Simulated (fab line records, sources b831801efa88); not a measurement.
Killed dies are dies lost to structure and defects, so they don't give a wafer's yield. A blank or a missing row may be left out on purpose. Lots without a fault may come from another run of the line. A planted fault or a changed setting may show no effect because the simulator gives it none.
Tool commonality check | flow sky130 | 13 lots, 39 wafers sampled

WHY IT WAS OPENED
At SKY_SD_P_TW_MEAS_11 the reading SD_P_TW is flagged on 2 of 13 lots. Wafers without a fault read 2799, standard deviation 19.
Rule: a lot is flagged when every wafer of it that has a number lies more than 4 standard deviations from that mean, or none has a number. The other lots count as sound.

lot  | measured     | on            | SD_P_TW, wafer by wafer | flag
L285 | day 24 20:28 | film_metro-01 | 2816 2786 2792          |
L287 | day 25 20:36 | film_metro-01 | 2809 2819 2801          |
L288 | day 26 04:11 | film_metro-03 | 2818 2816 2817          |
L290 | day 26 19:29 | film_metro-02 | 2767 2796 2770          |
L291 | day 27 11:17 | film_metro-03 | 2796 2806 2791          |
L292 | day 27 15:34 | film_metro-02 | 2768 2782 2780          |
L293 | day 28 05:05 | film_metro-01 | 2786 2807 2810          |
L296 | day 29 22:14 | film_metro-03 | 2818 2815 2813          |
L297 | day 29 23:46 | film_metro-01 | 2833 2814 2811          |
L298 | day 30 03:23 | film_metro-01 | 2799 2797 2791          |
L300 | day 30 18:17 | film_metro-02 | 2394 2399 2390          | FLAGGED
L301 | day 31 05:40 | film_metro-03 | 2811 2826 2826          |
L302 | day 31 11:04 | film_metro-01 | 2407 2424 2391          | FLAGGED
The numbers of the flagged lots are 2401 on average: -398 against the usual, or -21 standard deviations.

WHICH TOOL RAN EACH LOT
The record holds 2 process steps before the reading, out of a route of 708 steps. In each cell: the tool, then ch and the chambers that the sampled wafers went through, then the start.
lot  | flag    | SKY_SD_P_IMPLANT_09             | SKY_SD_P_STRIP_10
L285 |         | implanter-04 ch 0, day 24 20:16 | plasma_asher-02 ch 0,1, day 24 20:22
L287 |         | implanter-02 ch 0, day 25 20:23 | plasma_asher-02 ch 0,1, day 25 20:31
L288 |         | implanter-02 ch 0, day 26 03:58 | plasma_asher-04 ch 0,1, day 26 04:06
L290 |         | implanter-02 ch 0, day 26 19:14 | plasma_asher-03 ch 0,1, day 26 19:23
L291 |         | implanter-04 ch 0, day 27 11:02 | plasma_asher-02 ch 1, day 27 11:11
L292 |         | implanter-02 ch 0, day 27 15:21 | plasma_asher-03 ch 0,1, day 27 15:28
L293 |         | implanter-03 ch 0, day 28 04:52 | plasma_asher-04 ch 0,1, day 28 05:00
L296 |         | implanter-03 ch 0, day 29 21:59 | plasma_asher-04 ch 0,1, day 29 22:08
L297 |         | implanter-02 ch 0, day 29 23:31 | plasma_asher-03 ch 0,1, day 29 23:40
L298 |         | implanter-04 ch 0, day 30 03:11 | plasma_asher-04 ch 0,1, day 30 03:18
L300 | FLAGGED | implanter-02 ch 0, day 30 18:02 | plasma_asher-04 ch 0,1, day 30 18:11
L301 |         | implanter-03 ch 0, day 31 05:25 | plasma_asher-04 ch 0,1, day 31 05:34
L302 | FLAGGED | implanter-02 ch 0, day 31 10:49 | plasma_asher-02 ch 0, day 31 10:58
What these steps do:
- SKY_SD_P_IMPLANT_09
- SKY_SD_P_STRIP_10: strips in O2/N2.
- SKY_SD_P_TW_MEAS_11

FLAGGED OVER TOTAL, TOOL BY TOOL (the gauges that took the reading come last)
step                | tool            | lots run | flagged | share of the flagged lots | sound lots run after its first flagged lot
SKY_SD_P_IMPLANT_09 | implanter-02    | 7        | 2       | all                       | 0
SKY_SD_P_IMPLANT_09 | implanter-03    | 3        | 0       | none                      | -
SKY_SD_P_IMPLANT_09 | implanter-04    | 3        | 0       | none                      | -
SKY_SD_P_STRIP_10   | plasma_asher-02 | 4        | 1       | some                      | 0
SKY_SD_P_STRIP_10   | plasma_asher-03 | 3        | 0       | none                      | -
SKY_SD_P_STRIP_10   | plasma_asher-04 | 6        | 1       | some                      | 1 (L301)
SKY_SD_P_TW_MEAS_11 | film_metro-01   | 6        | 1       | some                      | 0
SKY_SD_P_TW_MEAS_11 | film_metro-02   | 3        | 1       | some                      | 0
SKY_SD_P_TW_MEAS_11 | film_metro-03   | 4        | 0       | none                      | -

WHAT THE TABLE ALLOWS
1 row of the table ran every flagged lot: implanter-02 at SKY_SD_P_IMPLANT_09.
- implanter-02 at SKY_SD_P_IMPLANT_09: 2 of its 7 lots flagged. Its last sound lot is L297 (day 29 23:31), its first flagged lot L300 (day 30 18:02): a fault that began between those two fits. Its own readings lie more than 4 standard deviations out on every wafer of the flagged lots: beam_on_s, dose_ions_cm2, faraday_current_uA.
One tool is left: implanter-02 at SKY_SD_P_IMPLANT_09.

WHAT THE SIMULATOR HAD PUT IN
Process parameter drift: implanter-02, from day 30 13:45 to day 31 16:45, at SKY_SD_P_IMPLANT_09. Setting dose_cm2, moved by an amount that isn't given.
Lots struck among those shown: L300, L302. The rule above found the same.
